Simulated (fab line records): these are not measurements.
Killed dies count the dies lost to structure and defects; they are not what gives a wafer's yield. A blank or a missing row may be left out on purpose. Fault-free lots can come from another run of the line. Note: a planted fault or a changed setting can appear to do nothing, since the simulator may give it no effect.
Commonality check across tools    flow sky130    Lots sampled 14, wafers sampled 51

## WHY IT WAS OPENED
Flagged at SKY_SD_N_CD_MEAS_07: reading cd nm, on 3 of 14 lots. No-fault wafers: 380.2 nm, standard deviation 2.4.
Rule: flag the lot when none of its wafers has a number, or when each of its wafers that has one lies beyond 4 standard deviations from that mean. All remaining lots are regarded as sound.

lot   measured      on         cd nm (nm), wafer by wafer           flag
L920  day 28 04:25  cd sem-02  386.2 383.5 384.2                    
L921  day 28 17:04  cd sem-01  381.8 379.4 379.7                    
L922  day 29 00:43  cd sem-02  379.1 378.0 379.5                    
L923  day 29 07:26  cd sem-02  383.3 382.7 382.9                    
L925  day 30 02:56  cd sem-01  383.5 382.3 383.7                    
L927  day 30 18:41  cd sem-02  377.6 379.6 377.4                    
L928  day 31 00:37  cd sem-02  374.8 375.0 376.4                    
L930  day 31 20:55  cd sem-01  379.3 379.7 380.6                    
L931  day 32 04:59  cd sem-02  380.6 382.4 380.8                    
L938  day 34 06:34  cd sem-02  231.9 232.3 231.6 232.0 232.4 231.6  FLAGGED
L939  day 34 11:47  cd sem-01  379.4 381.7 378.6                    
L940  day 34 15:55  cd sem-02  234.3 233.2 230.7 234.6 232.6 230.5  FLAGGED
L941  day 35 01:26  cd sem-02  232.5 232.0 233.3 232.2 232.3 233.0  FLAGGED
L942  day 35 08:30  cd sem-02  382.5 381.7 382.7                    
On average the flagged lots' numbers are 232.4 nm, which is -147.8 nm against the usual, or -62 standard deviations.

## WHICH TOOL RAN EACH LOT
The record keeps 1 process step preceding the reading, out of 708 steps on the route. Cell contents, in order: the tool; ch with the chambers the sampled wafers went through; the start.
lot   flag     SKY_SD_N_DEVELOP_06
L920           litho track-01 ch 0, day 28 04:16
L921           litho track-04 ch 0, day 28 16:55
L922           litho track-04 ch 0, day 29 00:34
L923           litho track-03 ch 0, day 29 07:18
L925           litho track-04 ch 0, day 30 02:47
L927           litho track-01 ch 0, day 30 18:32
L928           litho track-01 ch 0, day 31 00:28
L930           litho track-04 ch 0, day 31 20:46
L931           litho track-04 ch 0, day 32 04:50
L938  FLAGGED  litho track-04 ch 0, day 34 06:25
L939           litho track-01 ch 0, day 34 11:38
L940  FLAGGED  litho track-04 ch 0, day 34 15:46
L941  FLAGGED  litho track-04 ch 0, day 35 01:17
L942           litho track-03 ch 0, day 35 08:21
What these steps do:
- SKY_SD_N_DEVELOP_06: develop time 60 s.
- SKY_SD_N_CD_MEAS_07: target cd 380 nm.

## FLAGGED AGAINST TOTAL, ONE TOOL AT A TIME (gauges that did the reading follow at the end)
step                 tool            lots run  flagged  share of the flagged lots  sound lots run after its first flagged lot
SKY_SD_N_DEVELOP_06  litho track-01  4         0        none                       -
SKY_SD_N_DEVELOP_06  litho track-03  2         0        none                       -
SKY_SD_N_DEVELOP_06  litho track-04  8         3        all                        0
SKY_SD_N_CD_MEAS_07  cd sem-01       4         0        none                       -
SKY_SD_N_CD_MEAS_07  cd sem-02       10        3        all                        1 (L942)

## WHAT IS ALLOWED BY THE TABLE
Every flagged lot went through 2 rows of the table: litho track-04 at SKY_SD_N_DEVELOP_06 and cd sem-02 at SKY_SD_N_CD_MEAS_07.
- litho track-04 at SKY_SD_N_DEVELOP_06 ran 8 lots, 3 of them flagged. Its last sound lot is L931 (day 32 04:50), its first flagged lot L938 (day 34 06:25): a fault that began between those two fits.
- cd sem-02 at SKY_SD_N_CD_MEAS_07 ran 10 lots, 3 of them flagged. Sound lots ran on it after the first flagged one (L942), which a lasting fault on the whole tool wouldn't allow.
Left over: one tool, litho track-04 at SKY_SD_N_DEVELOP_06.

## WHAT WAS PUT IN BY THE SIMULATOR
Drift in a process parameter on litho track-04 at SKY_SD_N_DEVELOP_06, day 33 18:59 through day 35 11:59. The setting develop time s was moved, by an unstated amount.
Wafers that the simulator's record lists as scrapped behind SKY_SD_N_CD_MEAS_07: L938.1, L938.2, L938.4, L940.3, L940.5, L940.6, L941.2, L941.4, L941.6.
Lots struck among those shown: L938, L940, L941. The same result came from the rule above.
